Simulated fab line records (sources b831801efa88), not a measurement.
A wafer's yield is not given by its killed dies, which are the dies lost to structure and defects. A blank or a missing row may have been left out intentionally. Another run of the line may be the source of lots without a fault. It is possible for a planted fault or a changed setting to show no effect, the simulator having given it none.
Which tool is to blame? / flow sky130 / 6 lots (18 wafers sampled), 1 step of a 708-step route

== WHAT THE GAUGES READ, wafer by wafer ==
SKY_SONOS_ONO_OVL_MEAS_14.
lot=L232; measured=day 13 00:42; on=overlay-02; SONOS_ONO_OVL (nm)=0.6 1.6 -0.7
lot=L234; measured=day 13 16:14; on=overlay-02; SONOS_ONO_OVL (nm)=2.0 0.2 3.2
lot=L236; measured=day 14 09:01; on=overlay-02; SONOS_ONO_OVL (nm)=3.1 -0.4 -0.4
lot=L238; measured=day 14 17:15; on=overlay-01; SONOS_ONO_OVL (nm)=1.7 0.5 1.4
lot=L243; measured=day 16 20:37; on=overlay-01; SONOS_ONO_OVL (nm)=0.5 -1.1 -1.8
lot=L244; measured=day 18 19:14; on=overlay-01; SONOS_ONO_OVL (nm)=-1.1 1.1 1.9

== WHICH TOOL RAN EACH LOT (tool, then ch and the chambers of the sampled wafers, then the start) ==
Before these readings, the record contains no process step.

== THE ANSWER, worked out from the rows above alone ==
Rule: what is usual is taken from the lots themselves. Put in order of their means at a reading, lots are off if they are a third of the lots or fewer, leave a main group of 4 or more, and stand apart from it by a gap of 3 or more times the standard deviation of the main group's means; of several such gaps the widest counts. If all means in a main group match to the digits the tables above print for the reading, that group is not used. Also off: a lot with no number at a reading for which 4 or more lots have one. Any other lot the step has rows for is counted as sound.
No lot is off on any of the readings shown, so nothing can be concluded from this.

== WHAT HAD BEEN PUT IN BY THE SIMULATOR ==
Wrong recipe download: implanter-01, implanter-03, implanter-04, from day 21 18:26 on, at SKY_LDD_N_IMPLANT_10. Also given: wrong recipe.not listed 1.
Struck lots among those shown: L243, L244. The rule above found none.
